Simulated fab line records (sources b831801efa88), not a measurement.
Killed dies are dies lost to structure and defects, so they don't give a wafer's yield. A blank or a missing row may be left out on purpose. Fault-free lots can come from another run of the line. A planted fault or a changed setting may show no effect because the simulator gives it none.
The tool behind it: which one? + flow sky130 + 11 lots, 33 wafers sampled, at 2 steps of a route of 708

== WHAT THE GAUGES SHOWED, per wafer ==
SKY_FIELD_ISO_THK_MEAS_23.
| lot  | measured    | on           | FIELD_ISO_OXIDATION_01_THK (nm) |
|------|-------------|--------------|---------------------------------|
| L711 | day 2 11:18 | filmMetro-03 | 9.79 9.89 10.05                 |
| L713 | day 2 16:24 | filmMetro-01 | 10.29 10.34 10.25               |
| L718 | day 3 20:51 | filmMetro-01 | 10.10 10.13 10.31               |
| L719 | day 4 02:03 | filmMetro-04 | 10.22 10.22 10.30               |
| L721 | day 4 11:19 | filmMetro-03 | 10.52 10.46 10.28               |
| L722 | day 4 16:41 | filmMetro-04 | 9.68 9.76 9.88                  |
| L723 | day 4 23:55 | filmMetro-01 | 9.77 9.96 10.02                 |
| L724 | day 5 03:48 | filmMetro-03 | 9.89 9.83 10.12                 |
| L730 | day 6 11:16 | filmMetro-01 | 4.27 4.31 4.31                  |
| L731 | day 6 13:50 | filmMetro-04 | 4.21 4.26 4.35                  |
| L734 | day 7 07:02 | filmMetro-03 | 4.60 4.55 4.27                  |

== WHAT TOOL EACH LOT RAN ON (gives the tool, then ch and the chambers of the sampled wafers, and finally the start) ==
| lot  | SKY_FIELD_ISO_OXIDATION_22   |
|------|------------------------------|
| L711 | furnace-01 ch 0, day 2 10:08 |
| L713 | furnace-01 ch 0, day 2 15:14 |
| L718 | furnace-02 ch 0, day 3 19:40 |
| L719 | furnace-01 ch 0, day 4 00:53 |
| L721 | furnace-01 ch 0, day 4 10:08 |
| L722 | furnace-02 ch 0, day 4 15:31 |
| L723 | furnace-01 ch 0, day 4 22:44 |
| L724 | furnace-02 ch 0, day 5 02:37 |
| L730 | furnace-01 ch 0, day 6 10:05 |
| L731 | furnace-01 ch 0, day 6 12:40 |
| L734 | furnace-01 ch 0, day 7 05:50 |
- SKY_FIELD_ISO_OXIDATION_22: stabilise 600 s, purge 300 s, target thk 10 nm.

== AS READ BY THE TOOLS THEMSELVES (means over the sampled wafers that have a number; for cases with no such wafer, the mark the record gives instead) ==
SKY_FIELD_ISO_OXIDATION_22.
| lot  | tool       | spikeTcUpperC (C) | zonePowerBottomPct (%) |
|------|------------|-------------------|------------------------|
| L711 | furnace-01 | 949.4             | 35                     |
| L713 | furnace-01 | 948.3             | 36                     |
| L718 | furnace-02 | 949.4             | 26                     |
| L719 | furnace-01 | 948.8             | 35                     |
| L721 | furnace-01 | 949.1             | 35                     |
| L722 | furnace-02 | 950.0             | 26                     |
| L723 | furnace-01 | 949.4             | 35                     |
| L724 | furnace-02 | 950.1             | 26                     |
| L730 | furnace-01 | 949.2             | 35                     |
| L731 | furnace-01 | 948.7             | 35                     |
| L734 | furnace-01 | 950.1             | 35                     |

== THE ANSWER, worked out from the rows above alone ==
Rule: the lots themselves supply what counts as usual. The widest of any qualifying gaps counts: lots, ordered by their means at a reading, are off when they make up no more than a third of the lots, leave a main group of 4 or more, and stand apart from it by 3 or more times the standard deviation of that group's means. Not used: any main group whose means are identical at the precision the tables above print for the reading. A lot without any number at a reading at which 4 lots or more have one is off too. Where the step has rows for the other lots, those lots are counted as sound. First the gauges in route order, then the tools' own readings, where a lot's mean is used as printed above. At the first step where some lot is off, the reading lying furthest off is the one used; lots without a number count as furthest.
Off: L730, L731, L734, seen at SKY_FIELD_ISO_THK_MEAS_23 (FIELD_ISO_OXIDATION_01_THK). The main group has a mean of 10.09 nm with a standard deviation of 0.21.
If a tool, at a process step before that reading, ran all the lots that are off and no sound lot after the first of them, it fits. Gauges at SKY_FIELD_ISO_THK_MEAS_23: tried the same way as those tools. One fits: furnace-01 at SKY_FIELD_ISO_OXIDATION_22. Its last sound lot is L723 (day 4 22:44), its first lot that is off L730 (day 6 10:05): a fault that began between those two fits.

== WHAT HAD BEEN PUT IN BY THE SIMULATOR ==
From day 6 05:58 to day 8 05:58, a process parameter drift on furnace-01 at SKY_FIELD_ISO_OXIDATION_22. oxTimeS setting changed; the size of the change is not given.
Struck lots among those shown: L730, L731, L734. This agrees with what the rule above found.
